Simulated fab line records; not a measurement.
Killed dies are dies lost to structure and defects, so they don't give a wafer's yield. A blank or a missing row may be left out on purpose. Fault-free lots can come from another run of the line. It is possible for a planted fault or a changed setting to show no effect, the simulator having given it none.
Split-lot experiment | flow gf180mcu | 23 wafers read from 5 lots, route of 602 steps

ON THE SPLIT
At GF_HV_LDD_COAT_26 (resist thk 1000 nm), the setting resist thk nm was moved away from the recipe's 1000 nm on 11 of the 23 wafers read, by +1.8% to +5.1%. This setting was run at the recipe's value on the other wafers.

The reading is taken at the split's own step.

THE READING
NOVOLAK_of_HV_LDD_COAT_26.thk nm (the simulator's own value, which no gauge read), in nm, at GF_HV_LDD_COAT_26 (resist thk 1000 nm). There is no usual value for it anywhere in the file. Across the 12 wafers here that went through the recipe, the average is 997.9 nm and the standard deviation 3.5 nm.

wafer  | tool, chamber at the split | resist thk nm as run, nm | against the recipe | NOVOLAK_of_HV_LDD_COAT_26.thk nm, nm | against lot-mates on the recipe
L076.2 | litho track-04, 0          | 1000                     | recipe             | 990.6                                | -
L076.3 | litho track-04, 0          | 1000                     | recipe             | 998.7                                | -
L076.4 | litho track-04, 0          | 1000                     | recipe             | 991.4                                | -
L077.1 | litho track-04, 0          | 1051                     | +5.1%              | 1052                                 | +53.0
L077.2 | litho track-04, 0          | 1000                     | recipe             | 998.7                                | -
L077.3 | litho track-04, 0          | 1051                     | +5.1%              | 1049                                 | +50.0
L077.4 | litho track-04, 0          | 1000                     | recipe             | 999.2                                | -
L077.5 | litho track-04, 0          | 1051                     | +5.1%              | 1050                                 | +51.0
L080.1 | litho track-01, 0          | 1000                     | recipe             | 997.1                                | -
L080.2 | litho track-01, 0          | 1048                     | +4.8%              | 1045                                 | +45.5
L080.3 | litho track-01, 0          | 1000                     | recipe             | 997.4                                | -
L080.4 | litho track-01, 0          | 1000                     | recipe             | 1004                                 | -
L080.6 | litho track-01, 0          | 1048                     | +4.8%              | 1050                                 | +50.5
L082.1 | litho track-01, 0          | 1046                     | +4.6%              | 1046                                 | +46.1
L082.6 | litho track-01, 0          | 1046                     | +4.6%              | 1046                                 | +46.1
L082.2 | litho track-01, 0          | 1046                     | +4.6%              | 1044                                 | +44.1
L082.3 | litho track-01, 0          | 1000                     | recipe             | 1001                                 | -
L082.4 | litho track-01, 0          | 1000                     | recipe             | 998.8                                | -
L083.2 | litho track-01, 0          | 1000                     | recipe             | 998.6                                | -
L083.3 | litho track-01, 0          | 1018                     | +1.8%              | 1018                                 | +19.2
L083.4 | litho track-01, 0          | 1000                     | recipe             | 998.9                                | -
L083.5 | litho track-01, 0          | 1018                     | +1.8%              | 1015                                 | +16.2
L083.6 | litho track-01, 0          | 1018                     | +1.8%              | 1019                                 | +20.2

THE FIT
A straight line over all 23 wafers: NOVOLAK_of_HV_LDD_COAT_26.thk nm changes by +10.3 nm for each +1% of resist thk nm; r = +0.99; the points scatter about the line by 2.9 nm.
The same after taking each lot's own level away (the mean of its wafers on the recipe; 23 wafers): +9.99 nm for each +1%; r = +1.00; scatter 2.2 nm.
The reading moves by 51 nm for the largest change in resist thk nm, on that fit.
The span of the lots' own levels, 993.57 to 999.90 nm, comes to 1.8 times the standard deviation stated above.
The two slopes are in agreement: the lot-to-lot level therefore moves the slope only a little.
Check: with one of the wafers moved furthest among these (+5.1%) left out of the fit, the line predicts +50.7 nm for it against its lot-mates. It came out at +53 nm against them.

OTHER SPLITS ON THESE WAFERS
These wafers also went through other splits before the reading. Each is held against what the fit with the lots' levels taken away leaves over:
other split on the same wafers      | wafers away from the commonest value | r with NOVOLAK_of_HV_LDD_COAT_26.thk nm (lot level and that fit taken away)
GF_VT_IMPLANT_IMPLANT_19 energy kev | 7                                    | -0.10
GF_VT_IMPLANT_COAT_24 spin rpm      | 7                                    | +0.05
GF_VT_IMPLANT_DEVELOP_28 dev temp c | 5                                    | -0.06
GF_DUAL_GATE_OXIDATION_02 ox time s | 18                                   | +0.01
GF_POLY_GATE_ETCH_13 icp w          | 10                                   | -0.26
GF_HV_LDD_COAT_02 resist thk nm     | 6                                    | +0.23
GF_HV_LDD_DEVELOP_06 develop time s | 9                                    | -0.04
GF_HV_LDD_EXPOSE_16 dose mj         | 6                                    | +0.02

FILE'S OWN FIT
NOVOLAK_of_HV_LDD_COAT_26.thk nm changes by +10 nm for each +1% of resist thk nm, r = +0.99.
